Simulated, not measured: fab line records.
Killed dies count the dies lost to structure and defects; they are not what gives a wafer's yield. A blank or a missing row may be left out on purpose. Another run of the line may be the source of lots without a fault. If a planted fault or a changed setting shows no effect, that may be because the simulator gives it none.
8D (eight disciplines) problem report, filled in by code    flow sky130    the parts of the form that need people (team, actions taken, sign-off) are left out

## 1. WHAT IS WRONG
At SKY_PAD_OPEN_PROBE_99, killed-at-front-end averages 78 over 4 wafers from 2 lots, while fault-free wafers read 15, standard deviation 4.1. That is +15 standard deviations from the usual mean.
Seen first at day 48 01:17 on prober-01, wafer L406.2. The record holds 9 wafers of 3 lots with a number at this step. By rule, "out" or "out of limits" means more than 4 standard deviations away from the usual mean. Any other wafer with a number is counted as sound.

## 2. WHAT IT IS, AND WHAT IT ISN'T
question                     is                                is not
which readings at this step  killed-at-front-end, killed-dies  killed-at-contacts, killed-at-other, killed-open
which lots                   L406, L407                        L410
which wafers of those lots   L406.2, L406.4, L407.2, L407.5    L406.6, L407.3
read on which tools          prober-01, prober-02              -
when                         from day 48 01:17                 up to then (0 sound wafers); but 5 sound wafers of L406, L407, L410 came after

## 3. WHAT RULES OUT EACH SUSPECT
Counting: any tool at a process step up to the reading remains a suspect provided it ran every lot that is out. Sound lots after the first of them don't rule it out here, since some wafers of a struck lot are sound.
- plasma-asher-01 at SKY_VT_ADJUST_NCORE_STRIP_10 (strips in O2/N2): kept. It ran every lot that is out, first L406 (day 11 06:00).
- plasma-asher-03 at SKY_PAD_OPEN_STRIP_08 (strips in O2/N2): kept. It ran every lot that is out, first L406 (day 47 22:59).
- Within plasma-asher-01 at SKY_VT_ADJUST_NCORE_STRIP_10, the wafers that are out were processed in chamber 1 and their sound lot-mates in chamber 0.
After counting, plasma-asher-01 at SKY_VT_ADJUST_NCORE_STRIP_10 and plasma-asher-03 at SKY_PAD_OPEN_STRIP_08 remain.

## 4. THE CAUSE (what the simulator had put in)
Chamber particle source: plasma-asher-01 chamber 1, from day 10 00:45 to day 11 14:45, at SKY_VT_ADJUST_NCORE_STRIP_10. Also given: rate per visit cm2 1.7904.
This tool is one of the 2 suspects left after counting.

## 5. SEQUENCE OF EFFECTS, ordered by route
Rows list readings where the struck wafers' mean (over those with a number) sits beyond 3 standard deviations from the usual. Only readings whose record carries a usual standard deviation are examined. hours: median over the lots of the time between each lot's start at the first step of this table that gives one and its start at this step. sigmas: the change, counted in usual standard deviations.
hours  step                   reading              usual  on struck wafers  change  sigmas
0      SKY_PAD_OPEN_PROBE_99  killed-at-front-end  15     78                +64     +15
0      SKY_PAD_OPEN_PROBE_99  killed-dies          87     140               +53     +5.3
It contains these process steps:
- SKY_PAD_OPEN_PROBE_99

## 6. HOW IT WOULD HAVE BEEN CAUGHT EARLIER
In this record the first reading out of limits was taken at day 48 01:17, 913 hours after the fault began at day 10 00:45.
An alarm limit of 4 standard deviations would not have fired on the tool readings at SKY_VT_ADJUST_NCORE_STRIP_10 for which the record gives a usual standard deviation, since none of them was out on any struck wafer.
Lots out: 2; all had begun SKY_VT_ADJUST_NCORE_STRIP_10 on plasma-asher-01 by day 48 01:17. Tool hold at that time: it would have spared none of them.
